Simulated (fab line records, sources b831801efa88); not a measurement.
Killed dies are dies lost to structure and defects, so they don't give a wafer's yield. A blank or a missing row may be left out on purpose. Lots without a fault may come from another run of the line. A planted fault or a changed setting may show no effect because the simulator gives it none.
A struck lot beside a sound one | flow sky130 | 43 steps out of a route of 708
Sound: wafers L910.3, L910.5, L910.6. Struck: wafers L920.3, L920.4, L920.6. The cause comes at the end.
At each step with rows: each side's tool, then ch and its chambers, then its first start. Under that, the readings that differ: sound wafers | struck wafers | difference of the means | sigmas: that difference in standard deviations of wafers without a fault.
alike: readings whose means differ by less than 2 such deviations, and words and numbers that are the same on both sides. not compared: withheld readings, readings that some wafer has no value for, bounds like >300 that may hide the same value, and numbers for which the record gives no deviation and whose values overlap.
The two part at a step that has a row with sigmas, a row that says differs or no value, or rows on one side only. Numbers that don't overlap but have no deviation are shown without sigmas and don't part them. A reading that every wafer of one side lacks parts them only if that side has two wafers or more.

first, 5 steps without rows for these wafers: SKY_LI_CONTACT_COAT_07 (resist thk 450 nm); SKY_LI_CONTACT_SOFTBAKE_08 (time 90 s); SKY_LI_CONTACT_EXPOSE_09 (exposes mask LICM1, target cd 170 nm); SKY_LI_CONTACT_PEB_10; SKY_LI_CONTACT_DEVELOP_11 (develop time 60 s).
SKY_LI_CONTACT_CD_MEAS_12: target cd 170 nm.
  sound on cd_sem-01, day 32 05:32; struck on cd_sem-01, day 34 07:11
  alike: cd_nm
SKY_LI_CONTACT_OVL_MEAS_13:
  sound on overlay-02, day 32 05:38; struck on overlay-02, day 34 07:16
  alike: LI_CONTACT_OVL
SKY_LI_CONTACT_ETCH_14: etches BARC in N2/H2, stops on SiO2, time 45.9 s, target depth 60 nm.
  sound on rie_diel-02 ch 0,1, day 32 05:39; struck on rie_diel-03 ch 2,3, day 34 07:18
  alike: drypump_motor_current_A, oes_product_au, throttle_valve_pct
  not compared: rf_hours_counter_h
SKY_LI_CONTACT_ETCH_15: etches PSG in C4F8/O2/Ar, stops on Si, target depth 600 nm.
  sound on rie_diel-02 ch 0,1, day 32 05:41; struck on rie_diel-03 ch 2,3, day 34 07:20
  reading               | sound             | struck            | difference | sigmas
  oes_product_au (a.u.) | 0.838 0.845 0.841 | 0.828 0.831 0.833 | -0.011     | -2
then, 3 steps without rows for these wafers: SKY_LI_CONTACT_STRIP_16 (strips in O2/N2); SKY_LI_CONTACT_CLEAN_17 (cleans in NMP, time 600 s); SKY_LI_CONTACT_PRE_CLEAN_18 (time 5.6 s).
SKY_LI_CONTACT_SPUTTER_19: material Ti, target thk 20 nm, time 106.37 s.
  sound on pvd_sputter-01, day 32 06:04; struck on pvd_sputter-01, day 34 07:45
  alike: throttle_valve_pct
SKY_LI_CONTACT_SPUTTER_20: material TiN, target thk 20 nm, time 80 s.
  sound on pvd_sputter-01, day 32 06:09; struck on pvd_sputter-01, day 34 07:50
  alike: throttle_valve_pct
SKY_LI_CONTACT_CVD_21: deposits W, target thk 400 nm, time 120.56 s.
  sound on cvd_w-02 ch 0,1, day 32 06:15; struck on cvd_w-02 ch 0,1, day 34 07:56
  alike: chamber_pressure_Torr, heater_power_outer_w, heater_power_w
SKY_LI_CONTACT_RS_MEAS_22: measures by four-point-probe.
  sound on film_metro-02, day 32 06:22; struck on film_metro-03, day 34 08:04
  alike: LI_CONTACT_W_RS
SKY_LI_CONTACT_THK_MEAS_23: measures by xrf.
  sound on film_metro-02, day 32 06:28; struck on film_metro-03, day 34 08:10
  alike: LI_CONTACT_W_THK
then, 2 steps without rows for these wafers: SKY_LI_CONTACT_CMP_24 (polishes, stops on PSG, t overpolish 20 s, target thk 0 nm); SKY_LOCAL_INTERCONNECT_SPUTTER_00 (material TiN, target thk 100 nm, time 83.3 s).
SKY_LOCAL_INTERCONNECT_RS_MEAS_01: measures by four-point-probe.
  sound on film_metro-04, day 32 06:55; struck on film_metro-03, day 34 08:38
  alike: LOCAL_INTERCONNECT_TIN_RS
SKY_LOCAL_INTERCONNECT_THK_MEAS_02: measures by xrf.
  sound on film_metro-04, day 32 07:01; struck on film_metro-03, day 34 08:44
  alike: LOCAL_INTERCONNECT_TIN_THK
then, 8 steps without rows for these wafers: SKY_LOCAL_INTERCONNECT_DEHYDRATE_03 (time 60 s); SKY_LOCAL_INTERCONNECT_HMDS_04 (prime time 60 s); SKY_LOCAL_INTERCONNECT_COAT_05 (resist thk 60 nm); SKY_LOCAL_INTERCONNECT_COAT_06 (resist thk 455.2 nm); SKY_LOCAL_INTERCONNECT_SOFTBAKE_07 (time 90 s); SKY_LOCAL_INTERCONNECT_EXPOSE_08 (exposes mask LI1M, target cd 170 nm); SKY_LOCAL_INTERCONNECT_PEB_09; SKY_LOCAL_INTERCONNECT_DEVELOP_10 (develop time 60 s).
SKY_LOCAL_INTERCONNECT_CD_MEAS_11: target cd 170 nm.
  sound on cd_sem-01, day 33 10:11; struck on cd_sem-01, day 35 10:43
  alike: cd_nm
SKY_LOCAL_INTERCONNECT_OVL_MEAS_12:
  sound on overlay-01, day 33 10:17; struck on overlay-01, day 35 10:48
  alike: LOCAL_INTERCONNECT_OVL
then, 7 steps without rows for these wafers: SKY_LOCAL_INTERCONNECT_ETCH_13 (etches BARC in N2/H2, stops on SiO2, time 45.9 s, target depth 60 nm); SKY_LOCAL_INTERCONNECT_METAL_ETCH_14 (etches TiN in Cl2/BCl3, stops on PSG, target depth 110 nm, time 31.4 s); SKY_LOCAL_INTERCONNECT_STRIP_15 (strips in O2/N2); SKY_LOCAL_INTERCONNECT_STRIP_16 (strips in post etch residue remover, time 1200 s); SKY_LOCAL_INTERCONNECT_CLEAN_17 (cleans in IPA, time 180 s); SKY_LOCAL_INTERCONNECT_CLEAN_18 (cleans in O3/DIW); SKY_CONTACT_CVD_00 (deposits Si3N4, target thk 75 nm).
SKY_CONTACT_THK_MEAS_01:
  sound on film_metro-01, day 33 11:06; struck on film_metro-04, day 35 11:41
  alike: CONTACT_CVD_00_THK
then, 1 step without rows for these wafers: SKY_CONTACT_HDPCVD_02 (deposits SiO2, target thk 565 nm, time 94.2 s).
SKY_CONTACT_THK_MEAS_03:
  sound on film_metro-04, day 33 11:14; struck on film_metro-02, day 35 11:49
  alike: CONTACT_HDPCVD_THK
SKY_CONTACT_CMP_04: polishes SiO2.
  sound on cmp-01 ch 0,2,3, day 33 11:22; struck on cmp-02 ch 0,1, day 35 11:52
  alike: head_pressure_psi, motor_current_A, time_to_endpoint_s
-- the record jumps here: 14 days lie between the struck wafers' starts before and after (it left off in module CONTACT and takes up again in module PAD_OPEN, whose first step shown is number 708 of the route) --
SKY_PAD_OPEN_PROBE_99:
  sound on prober-01, day 48 04:15; struck on prober-01, day 49 16:20
  reading            | sound    | struck      | difference | sigmas
  killed_at_contacts | 16 19 17 | 75 62 72    | +52        | +9
  killed_dies        | 69 82 86 | 124 111 123 | +40        | +4
  alike: killed_at_M0_to_M3, killed_at_M4_up, killed_at_front_end, killed_at_other, killed_on_rim, killed_open, killed_short

WHERE THEY PART
First at SKY_LI_CONTACT_ETCH_15; last, within this record, at SKY_PAD_OPEN_PROBE_99.

WHY: what the simulator had put in
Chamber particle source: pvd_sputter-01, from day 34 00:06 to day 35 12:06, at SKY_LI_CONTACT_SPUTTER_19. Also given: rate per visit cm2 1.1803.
